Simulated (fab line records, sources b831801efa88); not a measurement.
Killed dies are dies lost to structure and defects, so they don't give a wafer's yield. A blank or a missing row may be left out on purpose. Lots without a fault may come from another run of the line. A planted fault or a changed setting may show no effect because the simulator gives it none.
fab line records | flow sky130
record lots=5 wafers=15 last_day=49
route steps=708 shown FIELD_ISO@21 NWELL@32 DNWELL@35 PWDE@45
lots that met no fault: from a run of the same line without faults
start_h: hours from the record's first day to the start of the lot's first wafer shown | wait_h: hours since the lot's step before | " the same as in the row above | L1.1+2: a row that stands for several wafers | - no value, or no start given | * or withheld: withheld | < > ~ a bound
route shown NAME@n: a module of which the file shows steps, and the number in the route of the first | usual: mean/standard deviation of fault-free wafers | same: alike in all rows | chamber/n: place in a boat | sites: the reading at each site | _std_site: their standard deviation | _edge_site: outer sites' mean less inner sites' | radius_mm: how far each site lies from the wafer's centre | mask NAME#n: copy n | behind: the tool/chamber that last shaped the wafer | hold: why the lot was held/for how many hours/how that ended | device: the transistor (n, p or np) that didn't switch | end of line: the same wafers' tests at the end of the route | a step without rows: its recipe alone | killed: dies lost to structure and defects at the first sort, not the wafer's yield | map: a wafer's dies, x killed, . not, _ none there
set.NAME: the setting as run; set.NAME@STEP: as run at that earlier step | model.NAME: the simulator's own value behind a step, which no gauge read
lots at some steps of the route; a table a step, a row a wafer
services: from which hour (start_h, from the record's first day; less than 0 if before it) a tool's chamber was out of use, for how many hours, and why
## steps
# step SKY_FIELD_ISO_CLEAN_20
# recipe chemistry=dHF time_s=20 dilution=100:1
# columns lot.wafer tool chamber start_h wait_h
L078.1+3+6 wet_bench-04 3 50.46 0.0
L079.3+4+5 wet_bench-01 2 57.71 0.0
L090.1+4+6 wet_bench-03 3 113.92 0.0
L091.1+2+5 wet_bench-04 1 118.74 0.0
L093.1+2+3 wet_bench-01 2 129.72 0.0
# step SKY_FIELD_ISO_WET_ETCH_21
# recipe chemistry=dHF dilution=100:1 target_depth_nm=20 dry=ipa_marangoni target=SiO2 temp_c=25 time_s=400
# columns lot.wafer tool chamber start_h wait_h
L078.1+3+6 wet_bench-01 0 50.47 0.0
L079.3+4+5 wet_bench-04 0 57.72 0.0
L090.1+4+6 wet_bench-01 3 113.93 0.0
L091.1+2+5 wet_bench-01 0 118.75 0.0
L093.1+2+3 wet_bench-04 1 129.73 0.0
# step SKY_FIELD_ISO_OXIDATION_22
# recipe temp_c=950 ambient=O2 stabilise_s=600 purge_s=300 target_thk_a=100 ox_time_s=623
# usual spike_tc_centre_C=950.6/0.93 zone_power_bottom_pct=29.8/0.49
# columns lot.wafer tool chamber start_h wait_h spike_tc_centre_C zone_power_bottom_pct
L078.1 furnace-02 0 51.71 1.1 949.6 30.7
L078.3 " 0 " " 949.5 30.2
L078.6 " 0 " " 951.5 30.5
L079.3 furnace-01 0 57.84 0.0 949.5 28.7
L079.4 " 0 " " 950.0 30.2
L079.5 " 0 " " 950.8 28.9
L090.1 furnace-02 0 114.54 0.5 949.4 30.5
L090.4 " 0 " " 950.4 30.4
L090.6 " 0 " " 950.0 30.3
L091.1 furnace-01 0 119.74 0.9 950.2 29.1
L091.2 " 0 " " 951.2 29.6
L091.5 " 0 " " 950.5 29.3
L093.1 furnace-01 0 129.85 0.0 950.4 29.5
L093.2 " 0 " " 949.4 28.8
L093.3 " 0 " " 950.5 29.7
# step SKY_FIELD_ISO_THK_MEAS_23
# recipe reads=SiO2_of_FIELD_ISO_OXIDATION_22
# usual FIELD_ISO_OXIDATION_01_THK=9.90/0.19
# columns lot.wafer tool chamber start_h wait_h FIELD_ISO_OXIDATION_01_THK[nm]
L078.1 film_metro-02 - 52.88 0.0 9.98
L078.3 " - " " 10.09
L078.6 " - " " 10.12
L079.3 film_metro-01 - 59.04 0.0 10.07
L079.4 " - " " 10.23
L079.5 " - " " 10.16
L090.1 film_metro-04 - 115.71 0.0 9.85
L090.4 " - " " 9.85
L090.6 " - " " 9.76
L091.1 film_metro-02 - 120.91 0.0 9.66
L091.2 " - " " 9.61
L091.5 " - " " 9.52
L093.1 film_metro-02 - 131.03 0.0 9.90
L093.2 " - " " 9.74
L093.3 " - " " 9.84
# step SKY_FIELD_ISO_CVD_24
# recipe material=SiO2 target_thk_nm=595 temp_c=650 sigma_open_frac=0.3 time_s=99.2 sih4_flow_sccm=60 pressure_mtorr=6
# columns lot.wafer tool chamber start_h wait_h
L078.1+3+6 hdpcvd-02 0,2,1 52.94 0.1
L079.3+4+5 hdpcvd-01 2,0,1 59.08 0.0
L090.1+4+6 hdpcvd-02 2,0,2 115.77 0.1
L091.1+2+5 hdpcvd-02 0,1,0 120.97 0.1
L093.1+2+3 hdpcvd-02 0,2,1 131.09 0.1
# step SKY_FIELD_ISO_THK_MEAS_25
# recipe reads=SiO2_of_FIELD_ISO_CVD_24
# usual FIELD_ISO_CVD_24_THK=594/6.3
# columns lot.wafer tool chamber start_h wait_h FIELD_ISO_CVD_24_THK[nm]
L078.1 film_metro-04 - 53.01 0.0 597
L078.3 " - " " 598
L078.6 " - " " 595
L079.3 film_metro-02 - 59.17 0.1 595
L079.4 " - " " 598
L079.5 " - " " 598
L090.1 film_metro-02 - 115.85 0.0 597
L090.4 " - " " 600
L090.6 " - " " 596
L091.1 film_metro-01 - 121.04 0.0 607
L091.2 " - " " 595
L091.5 " - " " 597
L093.1 film_metro-04 - 131.16 0.0 601
L093.2 " - " " 594
L093.3 " - " " 599
# step SKY_FIELD_ISO_ANNEAL_26
# recipe temp_c=1000 time_s=1800 ambient=N2
# usual spike_tc_centre_C=1000.4/1 zone_power_bottom_pct=33.4/0.52
# columns lot.wafer tool chamber start_h wait_h spike_tc_centre_C zone_power_bottom_pct
L078.1 furnace-02 0 54.27 1.3 999.6 33.6
L078.3 " 0 " " 1000.9 33.8
L078.6 " 0 " " 1001.7 33.3
L079.3 furnace-02 0 59.21 0.0 1000.0 33.9
L079.4 " 0 " " 1001.3 33.6
L079.5 " 0 " " 999.4 33.4
L090.1 furnace-02 0 115.91 0.1 1000.2 33.8
L090.4 " 0 " " 1000.3 33.9
L090.6 " 0 " " 999.5 34.0
L091.1 furnace-01 0 121.10 0.1 1002.1 32.2
L091.2 " 0 " " 1000.3 33.0
L091.5 " 0 " " 1000.7 32.6
L093.1 furnace-01 0 131.22 0.1 1000.4 32.5
L093.2 " 0 " " 1000.1 33.0
L093.3 " 0 " " 1002.5 32.4
# step SKY_FIELD_ISO_CMP_27
# recipe stop_on=Si3N4 t_overpolish_s=16 down_force_psi=4 platen_rpm=60 target_thk_nm=457.8 pad_velocity_m_s=0.94248
# usual motor_current_A=11.7/1.2 overpolish_run_s=15.999/0.0095 time_to_endpoint_s=110/4.4
# columns lot.wafer tool chamber start_h wait_h motor_current_A overpolish_run_s time_to_endpoint_s
L078.1 cmp-02 2 55.77 0.0 12.1 16.003 104
L078.3 " 1 " " 11.3 16.006 112
L078.6 " 2 " " 12.5 16.007 103
L079.4 cmp-02 3 60.81 0.1 11.5 16.008 114
L079.3 " 0 " " 10.0 16.002 110
L079.5 " 1 " " 11.4 16.010 114
L090.1 cmp-01 1 117.41 0.0 13.4 15.999 112
L090.4 " 0 " " 10.0 16.009 110
L090.6 " 1 " " 12.7 15.983 107
L091.1 cmp-01 1 122.65 0.1 12.8 15.983 116
L091.2 " 2 " " 12.4 15.999 111
L091.5 " 1 " " 12.2 15.988 115
L093.1 cmp-01 2 132.72 0.0 13.1 15.998 110
L093.3 " 3 " " 13.8 15.992 120
L093.2 " 0 " " 9.8 15.998 112
# step SKY_FIELD_ISO_WET_ETCH_28
# recipe chemistry=dHF target_depth_nm=23.7 target=SiO2 dilution=10:1 temp_c=25 time_s=47
# columns lot.wafer tool chamber start_h wait_h
L078.1+3+6 wet_bench-03 0 56.07 0.2
L079.3+4+5 wet_bench-03 3 61.01 0.1
L090.1+4+6 wet_bench-03 3 117.71 0.2
L091.1+2+5 wet_bench-01 2 122.90 0.2
L093.1+2+3 wet_bench-03 0 133.02 0.2
# step SKY_FIELD_ISO_WET_ETCH_29
# recipe chemistry=H3PO4 target_depth_nm=160 target=Si3N4 temp_c=160 time_s=1825
# usual bath_guard_temp_C=160.1/0.69
# columns lot.wafer tool chamber start_h wait_h bath_guard_temp_C
L078.1 wet_bench-01 1 56.09 0.0 161.2
L078.3 " 1 " " 161.3
L078.6 " 1 " " 161.6
L079.3 wet_bench-04 2 61.03 0.0 160.7
L079.4 " 2 " " 161.2
L079.5 " 2 " " 160.7
L090.1 wet_bench-01 3 117.73 0.0 159.8
L090.4 " 3 " " 159.6
L090.6 " 3 " " 159.4
L091.1 wet_bench-04 3 122.93 0.0 160.2
L091.2 " 3 " " 160.0
L091.5 " 3 " " 160.0
L093.1 wet_bench-04 1 133.04 0.0 160.8
L093.2 " 1 " " 160.3
L093.3 " 1 " " 160.9
# step SKY_FIELD_ISO_WET_ETCH_30
# recipe chemistry=dHF target_depth_nm=25 target=SiO2 dilution=10:1 temp_c=25 time_s=50
# columns lot.wafer tool chamber start_h wait_h
L078.1+3+6 wet_bench-04 3 56.61 0.0
L079.3+4+5 wet_bench-04 3 61.55 0.0
L090.1+4+6 wet_bench-04 1 118.24 0.0
L091.1+2+5 wet_bench-01 1 123.44 0.0
L093.1+2+3 wet_bench-01 3 133.56 0.0
# step SKY_NWELL_CLEAN_00
# recipe chemistry=SC1/SC2 mix=1:4:20 temp_c=70 time_s=150 dry=n2_spin
# usual bath_guard_temp_C=70.2/0.45
# columns lot.wafer tool chamber start_h wait_h bath_guard_temp_C
L078.1 wet_bench-03 0 56.63 0.0 69.7
L078.3 " 0 " " 69.3
L078.6 " 0 " " 69.4
L079.3 wet_bench-01 3 61.57 0.0 69.7
L079.4 " 3 " " 69.6
L079.5 " 3 " " 69.4
L090.1 wet_bench-01 2 118.26 0.0 69.5
L090.4 " 2 " " 69.7
L090.6 " 2 " " 69.4
L091.1 wet_bench-03 2 123.46 0.0 69.9
L091.2 " 2 " " 70.5
L091.5 " 2 " " 70.5
L093.1 wet_bench-03 2 133.58 0.0 70.2
L093.2 " 2 " " 70.3
L093.3 " 2 " " 70.3
# step SKY_NWELL_OXIDATION_01
# recipe temp_c=900 ambient=O2 stabilise_s=600 purge_s=300 target_thk_a=100 ox_time_s=1418
# usual spike_tc_centre_C=900.6/0.97 zone_power_bottom_pct=26.4/0.43
# columns lot.wafer tool chamber start_h wait_h spike_tc_centre_C zone_power_bottom_pct
L078.1 furnace-02 0 57.12 0.4 902.5 26.7
L078.3 " 0 " " 901.8 27.3
L078.6 " 0 " " 899.2 27.1
L079.3 furnace-02 0 62.12 0.5 899.9 26.4
L079.4 " 0 " " 899.6 26.3
L079.5 " 0 " " 899.6 26.7
L090.1 furnace-02 0 118.94 0.6 900.8 27.0
L090.4 " 0 " " 899.6 27.0
L090.6 " 0 " " 901.9 27.1
L091.1 furnace-02 0 123.51 0.0 900.2 26.7
L091.2 " 0 " " 899.1 26.2
L091.5 " 0 " " 900.4 26.4
L093.1 furnace-01 0 133.97 0.3 900.2 26.3
L093.2 " 0 " " 901.2 25.6
L093.3 " 0 " " 901.1 25.8
# step SKY_NWELL_THK_MEAS_02
# recipe reads=SiO2_of_NWELL_OXIDATION_01
# usual NWELL_OXIDATION_THK=9.98/0.2
# columns lot.wafer tool chamber start_h wait_h NWELL_OXIDATION_THK[nm]
L078.1 film_metro-01 - 58.51 0.0 10.13
L078.3 " - " " 10.11
L078.6 " - " " 10.21
L079.3 film_metro-03 - 63.53 0.0 10.03
L079.4 " - " " 9.96
L079.5 " - " " 9.95
L090.1 film_metro-03 - 120.33 0.0 10.01
L090.4 " - " " 10.05
L090.6 " - " " 10.03
L091.1 film_metro-04 - 124.91 0.0 10.22
L091.2 " - " " 10.12
L091.5 " - " " 10.14
L093.1 film_metro-01 - 135.36 0.0 9.78
L093.2 " - " " 9.77
L093.3 " - " " 9.86
# step SKY_DNWELL_DEHYDRATE_00
# recipe temp_c=200 time_s=60
# columns lot.wafer tool chamber start_h wait_h
L078.1+3+6 litho_track-02 0 65.95 7.4
L079.3+4+5 litho_track-03 0 70.96 7.4
L090.1+4+6 litho_track-02 0 129.15 8.8
L091.1+2+5 litho_track-03 0 134.21 9.3
L093.1+2+3 litho_track-02 0 144.84 9.5
# step SKY_DNWELL_HMDS_01
# recipe prime_time_s=60 prime_temp_c=120
# columns lot.wafer tool chamber start_h wait_h
L078.1+3+6 litho_track-02 0 66.10 0.1
L079.3+4+5 litho_track-03 0 71.11 0.1
L090.1+4+6 litho_track-02 0 129.30 0.1
L091.1+2+5 litho_track-03 0 134.36 0.1
L093.1+2+3 litho_track-02 0 144.99 0.1
# step SKY_DNWELL_COAT_02
# recipe spin_rpm=2000 resist_thk_nm=3000
# columns lot.wafer tool chamber start_h wait_h
L078.1+3+6 litho_track-02 0 66.25 0.1
L079.3+4+5 litho_track-03 0 71.26 0.1
L090.1+4+6 litho_track-02 0 129.45 0.1
L091.1+2+5 litho_track-03 0 134.51 0.1
L093.1+2+3 litho_track-02 0 145.14 0.1
# step SKY_DNWELL_SOFTBAKE_03
# recipe temp_c=110 time_s=withheld
# columns lot.wafer tool chamber start_h wait_h
L078.1+3+6 litho_track-02 0 66.40 0.1
L079.3+4+5 litho_track-03 0 71.43 0.1
L090.1+4+6 litho_track-02 0 129.60 0.1
L091.1+2+5 litho_track-03 0 134.66 0.1
L093.1+2+3 litho_track-02 0 145.29 0.1
# step SKY_DNWELL_EXPOSE_04
# recipe mask_id=DNM na=0.57 target_cd_nm=3000 dose_mj=222
# usual exposure_dose_mJ_cm2=222.01/0.23
# same na=0.57
# columns lot.wafer tool chamber start_h wait_h mask exposure_dose_mJ_cm2
L078.1 iline_stepper-01 0 - - DNM#0 221.87
L078.3 " 0 " " DNM#0 222.33
L078.6 " 0 " " DNM#0 222.09
L079.3 iline_stepper-02 0 - - DNM#0 222.41
L079.4 " 0 " " DNM#0 221.89
L079.5 " 0 " " DNM#0 222.05
L090.1 iline_stepper-02 0 - - DNM#0 221.69
L090.4 " 0 " " DNM#0 221.85
L090.6 " 0 " " DNM#0 221.90
L091.1 iline_stepper-02 0 - - DNM#0 221.95
L091.2 " 0 " " DNM#0 221.92
L091.5 " 0 " " DNM#0 221.62
L093.1 iline_stepper-01 0 - - DNM#0 222.12
L093.2 " 0 " " DNM#0 222.13
L093.3 " 0 " " DNM#0 221.99
# step SKY_DNWELL_PEB_05
# recipe temp_c=115 time_s=withheld
# columns lot.wafer tool chamber start_h wait_h
L078.1+3+6 litho_track-01 0 - -
L079.3+4+5 litho_track-02 0 - -
L090.1+4+6 litho_track-02 0 - -
L091.1+2+5 litho_track-03 0 - -
L093.1+2+3 litho_track-03 0 - -
# step SKY_DNWELL_DEVELOP_06
# recipe wall_angle_deg=90 developer=TMAH develop_time_s=60 dev_temp_c=23
# columns lot.wafer tool chamber start_h wait_h
L078.1+3+6 litho_track-01 0 - -
L079.3+4+5 litho_track-02 0 - -
L090.1+4+6 litho_track-02 0 - -
L091.1+2+5 litho_track-03 0 - -
L093.1+2+3 litho_track-03 0 - -
# step SKY_DNWELL_IMPLANT_07
# recipe species=P energy_kev=withheld dose_cm2=withheld tilt_deg=withheld
# columns lot.wafer tool chamber start_h wait_h
L078.1+3+6 implanter-02 0 75.28 -
L079.3+4+5 implanter-02 0 79.85 -
L090.1+4+6 implanter-02 0 139.35 -
L091.1+2+5 implanter-04 0 144.21 -
L093.1+2+3 implanter-02 0 155.16 -
# step SKY_DNWELL_STRIP_08
# recipe chemistry=O2/N2 power_w=1400 pressure_mtorr=1500 platen_temp_c=withheld o2_flow_sccm=3000 n2_flow_sccm=300 overash_fraction=0.5
# usual chamber_pressure_mTorr=1500.0/1.3 drypump_motor_current_A=5.4/0.33 oes_product_au=0.723/0.0045 strip_time_to_endpoint_s=36.93/0.13
# columns lot.wafer tool chamber start_h wait_h chamber_pressure_mTorr drypump_motor_current_A oes_product_au rf_hours_counter_h strip_time_to_endpoint_s
L078.1 plasma_asher-01 1 75.43 0.1 1501.5 5.3 0.728 37 37.00
L078.3 " 1 " " 1501.2 5.3 0.723 - 36.94
L078.6 " 1 " " 1499.3 5.3 0.723 - 36.87
L079.3 plasma_asher-04 0 79.98 0.1 1502.4 5.5 0.722 - 36.91
L079.4 " 1 " " 1501.0 4.9 0.724 - 36.90
L079.5 " 0 " " 1499.6 5.5 0.726 - 37.00
L090.1 plasma_asher-04 0 139.50 0.1 1498.5 5.5 0.725 2 36.97
L090.4 " 0 " " 1501.1 5.5 0.727 - 36.95
L090.6 " 1 " " 1499.5 4.9 0.720 - 36.96
L091.1 plasma_asher-01 0 144.36 0.1 1498.6 5.4 0.723 45 37.10
L091.2 " 1 " " 1500.4 5.3 0.721 45 37.23
L091.5 " 1 " " 1499.4 5.3 0.723 - 37.00
L093.1 plasma_asher-04 0 155.31 0.1 1500.1 5.5 0.715 4 36.92
L093.2 " 1 " " 1500.5 4.9 0.726 4 36.90
L093.3 " 1 " " 1501.9 4.9 0.728 - 36.94
# step SKY_DNWELL_TW_MEAS_09
# usual DNWELL_TW=1113/9.3
# columns lot.wafer tool chamber start_h wait_h DNWELL_TW
L078.1 film_metro-01 - 75.53 0.1 1106
L078.3 " - " " 1116
L078.6 " - " " 1113
L079.3 film_metro-03 - 80.07 0.1 1102
L079.4 " - " " 1105
L079.5 " - " " 1106
L090.1 film_metro-01 - 139.60 0.1 1104
L090.4 " - " " 1112
L090.6 " - " " 1105
L091.1 film_metro-03 - 144.46 0.1 1103
L091.2 " - " " 1113
L091.5 " - " " 1114
L093.1 film_metro-04 - 155.41 0.1 1113
L093.2 " - " " 1111
L093.3 " - " " 1120
# step SKY_PWDE_DEHYDRATE_00
# recipe temp_c=200 time_s=60
# columns lot.wafer tool chamber start_h wait_h
L078.1+3+6 litho_track-02 0 83.60 8.1
L079.3+4+5 litho_track-04 0 87.74 7.7
L090.1+4+6 litho_track-01 0 149.33 9.7
L091.1+2+5 litho_track-01 0 153.83 9.4
L093.1+2+3 litho_track-04 0 165.09 9.7
# step SKY_PWDE_HMDS_01
# recipe prime_time_s=60 prime_temp_c=120
# columns lot.wafer tool chamber start_h wait_h
L078.1+3+6 litho_track-02 0 83.75 0.1
L079.3+4+5 litho_track-04 0 87.89 0.1
L090.1+4+6 litho_track-01 0 149.48 0.1
L091.1+2+5 litho_track-01 0 153.98 0.1
L093.1+2+3 litho_track-04 0 165.24 0.1
# step SKY_PWDE_COAT_02
# recipe spin_rpm=2000 resist_thk_nm=3000
# columns lot.wafer tool chamber start_h wait_h
L078.1+3+6 litho_track-02 0 83.90 0.1
L079.3+4+5 litho_track-04 0 88.04 0.1
L090.1+4+6 litho_track-01 0 149.63 0.1
L091.1+2+5 litho_track-01 0 154.13 0.1
L093.1+2+3 litho_track-04 0 165.39 0.1
# step SKY_PWDE_SOFTBAKE_03
# recipe temp_c=110 time_s=withheld
# columns lot.wafer tool chamber start_h wait_h
L078.1+3+6 litho_track-02 0 84.05 0.1
L079.3+4+5 litho_track-04 0 88.21 0.1
L090.1+4+6 litho_track-01 0 149.78 0.1
L091.1+2+5 litho_track-01 0 154.28 0.1
L093.1+2+3 litho_track-04 0 165.54 0.1
# step SKY_PWDE_EXPOSE_04
# recipe mask_id=PWDEM na=0.6 source_shape=conventional sigma_outer=0.6 polarization=unpolarized target_cd_nm=840 dose_mj=214
# usual exposure_dose_mJ_cm2=213.95/0.22
# same na=0.6
# columns lot.wafer tool chamber start_h wait_h mask exposure_dose_mJ_cm2
L078.1 iline_stepper-02 0 - - PWDEM#0 213.62
L078.3 " 0 " " PWDEM#0 213.74
L078.6 " 0 " " PWDEM#0 213.43
L079.3 iline_stepper-01 0 - - PWDEM#0 214.38
L079.4 " 0 " " PWDEM#0 214.24
L079.5 " 0 " " PWDEM#0 214.33
L090.1 iline_stepper-02 0 - - PWDEM#0 213.70
L090.4 " 0 " " PWDEM#0 213.79
L090.6 " 0 " " PWDEM#0 213.76
L091.1 iline_stepper-01 0 - - PWDEM#0 213.99
L091.2 " 0 " " PWDEM#0 213.71
L091.5 " 0 " " PWDEM#0 213.84
L093.1 iline_stepper-01 0 - - PWDEM#0 213.47
L093.2 " 0 " " PWDEM#0 213.58
L093.3 " 0 " " PWDEM#0 213.71
# step SKY_PWDE_PEB_05
# recipe temp_c=115 time_s=withheld
# columns lot.wafer tool chamber start_h wait_h
L078.1+3+6 litho_track-02 0 - -
L079.3+4+5 litho_track-04 0 - -
L090.1+4+6 litho_track-01 0 - -
L091.1+2+5 litho_track-01 0 - -
L093.1+2+3 litho_track-04 0 - -
# step SKY_PWDE_DEVELOP_06
# recipe wall_angle_deg=90 developer=TMAH develop_time_s=60 dev_temp_c=23
# columns lot.wafer tool chamber start_h wait_h
L078.1+3+6 litho_track-02 0 - -
L079.3+4+5 litho_track-04 0 - -
L090.1+4+6 litho_track-01 0 - -
L091.1+2+5 litho_track-01 0 - -
L093.1+2+3 litho_track-04 0 - -
# step SKY_PWDE_OVL_MEAS_07
# usual PWDE_OVL=0.1/1.4
# columns lot.wafer tool chamber start_h wait_h PWDE_OVL[nm]
L078.1 overlay-01 - 93.05 - 1.8
L078.3 " - " " 0.4
L078.6 " - " " 1.7
L079.3 overlay-01 - 96.96 - -0.7
L079.4 " - " " 0.1
L079.5 " - " " 0.6
L090.1 overlay-01 - 160.13 - 2.2
L090.4 " - " " 0.2
L090.6 " - " " -1.1
L091.1 overlay-02 - 164.58 - -1.7
L091.2 " - " " -1.3
L091.5 " - " " -1.7
L093.1 overlay-01 - 175.64 - -0.5
L093.2 " - " " -1.9
L093.3 " - " " -0.9
# step SKY_PWDE_IMPLANT_08
# recipe species=B energy_kev=150 dose_cm2=3.6e+12 tilt_deg=withheld
# columns lot.wafer tool chamber start_h wait_h
L078.1+3+6 implanter-02 0 93.08 0.0
L079.3+4+5 implanter-03 0 97.03 0.1
L090.1+4+6 implanter-01 0 160.17 0.0
L091.1+2+5 implanter-03 0 164.62 0.0
L093.1+2+3 implanter-03 0 175.68 0.0
# step SKY_PWDE_STRIP_09
# recipe chemistry=O2/N2 power_w=1400 pressure_mtorr=1500 platen_temp_c=withheld o2_flow_sccm=3000 n2_flow_sccm=300 overash_fraction=0.5
# usual chamber_pressure_mTorr=1500.2/1.1 drypump_motor_current_A=5.42/0.27 oes_product_au=0.722/0.0041 strip_time_to_endpoint_s=36.85/0.11
# columns lot.wafer tool chamber start_h wait_h chamber_pressure_mTorr drypump_motor_current_A oes_product_au rf_hours_counter_h strip_time_to_endpoint_s
L078.1 plasma_asher-01 0 93.23 0.1 1499.4 5.44 0.726 39 37.05
L078.3 " 1 " " 1500.4 5.29 0.727 - 37.04
L078.6 " 1 " " 1500.3 5.31 0.728 - 36.95
L079.3 plasma_asher-01 1 97.16 0.1 1501.0 5.32 0.723 - 36.86
L079.4 " 0 " " 1500.2 5.42 0.728 - 36.93
L079.5 " 1 " " 1500.6 5.32 0.720 - 36.87
L090.1 plasma_asher-02 1 160.32 0.1 1500.4 5.87 0.727 47 36.78
L090.4 " 1 " " 1499.7 5.86 0.719 - 36.74
L090.6 " 0 " " 1499.4 5.20 0.725 - 36.76
L091.1 plasma_asher-01 1 164.77 0.1 1501.2 5.31 0.715 47 36.94
L091.2 " 0 " " 1498.0 5.44 0.726 47 36.92
L091.5 " 0 " " 1501.1 5.42 0.725 - 36.90
L093.1 plasma_asher-04 1 175.83 0.1 1499.9 4.88 0.728 6 36.89
L093.2 " 0 " " 1499.1 5.49 0.718 6 36.96
L093.3 " 1 " " 1500.2 4.87 0.714 - 36.94
# step SKY_PWDE_TW_MEAS_10
# usual PWDE_TW=374/3.2
# columns lot.wafer tool chamber start_h wait_h PWDE_TW
L078.1 film_metro-03 - 93.33 0.1 370
L078.3 " - " " 370
L078.6 " - " " 371
L079.3 film_metro-04 - 97.25 0.1 379
L079.4 " - " " 376
L079.5 " - " " 377
L090.1 film_metro-03 - 160.42 0.1 375
L090.4 " - " " 375
L090.6 " - " " 375
L091.1 film_metro-04 - 164.87 0.1 378
L091.2 " - " " 377
L091.5 " - " " 376
L093.1 film_metro-03 - 175.93 0.1 371
L093.2 " - " " 373
L093.3 " - " " 372
# step SKY_NWELL_DEHYDRATE_03
# recipe temp_c=200 time_s=60
# columns lot.wafer tool chamber start_h wait_h
L078.1+3+6 litho_track-03 0 101.21 7.9
L079.3+4+5 litho_track-04 0 105.24 8.0
L090.1+4+6 litho_track-03 0 169.51 9.1
L091.1+2+5 litho_track-02 0 173.84 9.0
L093.1+2+3 litho_track-02 0 185.99 10.1
# step SKY_NWELL_HMDS_04
# recipe prime_time_s=60 prime_temp_c=120
# columns lot.wafer tool chamber start_h wait_h
L078.1+3+6 litho_track-03 0 101.36 0.1
L079.3+4+5 litho_track-04 0 105.39 0.1
L090.1+4+6 litho_track-03 0 169.66 0.1
L091.1+2+5 litho_track-02 0 173.99 0.1
L093.1+2+3 litho_track-02 0 186.14 0.1
# step SKY_NWELL_COAT_05
# recipe spin_rpm=2000 resist_thk_nm=3000
# columns lot.wafer tool chamber start_h wait_h
L078.1+3+6 litho_track-03 0 101.51 0.1
L079.3+4+5 litho_track-04 0 105.54 0.1
L090.1+4+6 litho_track-03 0 169.81 0.1
L091.1+2+5 litho_track-02 0 174.14 0.1
L093.1+2+3 litho_track-02 0 186.29 0.1
# step SKY_NWELL_SOFTBAKE_06
# recipe temp_c=110 time_s=withheld
# columns lot.wafer tool chamber start_h wait_h
L078.1+3+6 litho_track-03 0 101.66 0.1
L079.3+4+5 litho_track-04 0 105.71 0.1
L090.1+4+6 litho_track-03 0 169.96 0.1
L091.1+2+5 litho_track-02 0 174.29 0.1
L093.1+2+3 litho_track-02 0 186.44 0.1
# step SKY_NWELL_EXPOSE_07
# recipe mask_id=NWM na=0.6 source_shape=conventional sigma_outer=0.6 polarization=unpolarized target_cd_nm=840 dose_mj=255
# usual exposure_dose_mJ_cm2=255.09/0.27
# same na=0.6
# columns lot.wafer tool chamber start_h wait_h mask exposure_dose_mJ_cm2
L078.1 iline_stepper-02 0 - - NWM#0 254.99
L078.3 " 0 " " NWM#0 255.26
L078.6 " 0 " " NWM#0 254.90
L079.3 iline_stepper-01 0 - - NWM#0 254.78
L079.4 " 0 " " NWM#0 254.52
L079.5 " 0 " " NWM#0 255.02
L090.1 iline_stepper-02 0 - - NWM#0 255.10
L090.4 " 0 " " NWM#0 254.96
L090.6 " 0 " " NWM#0 254.98
L091.1 iline_stepper-02 0 - - NWM#0 255.43
L091.2 " 0 " " NWM#0 254.72
L091.5 " 0 " " NWM#0 254.82
L093.1 iline_stepper-02 0 - - NWM#0 254.49
L093.2 " 0 " " NWM#0 254.87
L093.3 " 0 " " NWM#0 254.94
# step SKY_NWELL_PEB_08
# recipe temp_c=115 time_s=withheld
# columns lot.wafer tool chamber start_h wait_h
L078.1+3+6 litho_track-03 0 - -
L079.3+4+5 litho_track-03 0 - -
L090.1+4+6 litho_track-03 0 - -
L091.1+2+5 litho_track-03 0 - -
L093.1+2+3 litho_track-04 0 - -
# step SKY_NWELL_DEVELOP_09
# recipe wall_angle_deg=90 developer=TMAH develop_time_s=60 dev_temp_c=23
# columns lot.wafer tool chamber start_h wait_h
L078.1+3+6 litho_track-03 0 - -
L079.3+4+5 litho_track-03 0 - -
L090.1+4+6 litho_track-03 0 - -
L091.1+2+5 litho_track-03 0 - -
L093.1+2+3 litho_track-04 0 - -
# step SKY_NWELL_OVL_MEAS_10
# usual NWELL_00_OVL=-1.7/1.4
# columns lot.wafer tool chamber start_h wait_h NWELL_00_OVL[nm]
L078.1 overlay-01 - 111.01 - 0.4
L078.3 " - " " -0.6
L078.6 " - " " -1.9
L079.3 overlay-02 - 114.82 - -2.4
L079.4 " - " " -2.8
L079.5 " - " " -2.7
L090.1 overlay-01 - 181.06 - -0.7
L090.4 " - " " 0.2
L090.6 " - " " -3.0
L091.1 overlay-02 - 184.26 - -2.5
L091.2 " - " " -1.0
L091.5 " - " " -2.5
L093.1 overlay-01 - 196.99 - -1.3
L093.2 " - " " -0.5
L093.3 " - " " -0.9
# step SKY_NWELL_IMPLANT_11
# recipe species=P energy_kev=400 dose_cm2=1.9e+13 tilt_deg=withheld
# columns lot.wafer tool chamber start_h wait_h
L078.1+3+6 implanter-03 0 111.05 0.0
L079.3+4+5 implanter-04 0 114.90 0.1
L090.1+4+6 implanter-04 0 181.10 0.0
L091.1+2+5 implanter-03 0 184.30 0.0
L093.1+2+3 implanter-03 0 197.03 0.0
# step SKY_NWELL_IMPLANT_12
# recipe species=P energy_kev=120 dose_cm2=1.3e+12 tilt_deg=withheld
# columns lot.wafer tool chamber start_h wait_h
L078.1+3+6 implanter-03 0 111.20 0.1
L079.3+4+5 implanter-04 0 115.05 0.1
L090.1+4+6 implanter-04 0 181.25 0.1
L091.1+2+5 implanter-03 0 184.45 0.1
L093.1+2+3 implanter-03 0 197.18 0.1
# step SKY_NWELL_IMPLANT_13
# recipe species=P energy_kev=50 dose_cm2=7e+11 tilt_deg=withheld
# columns lot.wafer tool chamber start_h wait_h
L078.1+3+6 implanter-03 0 111.35 0.1
L079.3+4+5 implanter-04 0 115.20 0.1
L090.1+4+6 implanter-04 0 181.40 0.1
L091.1+2+5 implanter-03 0 184.60 0.1
L093.1+2+3 implanter-03 0 197.33 0.1
## services
# columns tool chamber start_h hours kind
furnace-01 - 28.58 17.8 pm
cmp-02 - 30.77 1.2 repair
implanter-04 - 33.42 7.5 pm
cmp-01 - 60.30 1.2 repair
hdpcvd-02 - 61.91 1.0 repair
cmp-02 - 64.00 4.0 pm
hdpcvd-02 - 66.75 15.0 pm
implanter-02 - 68.30 3.8 repair
furnace-01 - 72.63 2.4 pm
furnace-02 - 86.46 3.2 pm
plasma_asher-04 - 88.52 15.6 pm
cmp-01 - 93.70 6.4 pm
plasma_asher-04 - 108.75 9.0 pm
furnace-01 - 109.59 3.1 pm
implanter-03 - 123.65 1.7 repair
wet_bench-03 - 124.51 8.4 repair
implanter-04 - 125.70 6.1 pm
furnace-02 - 126.41 2.3 pm
furnace-01 - 142.00 4.3 pm
implanter-03 - 143.68 4.1 pm
cmp-01 - 175.65 0.8 repair
wet_bench-03 - 176.07 1.0 repair
iline_stepper-01 - 178.00 1.7 pm
implanter-04 - 182.11 5.5 repair
## key
fault none
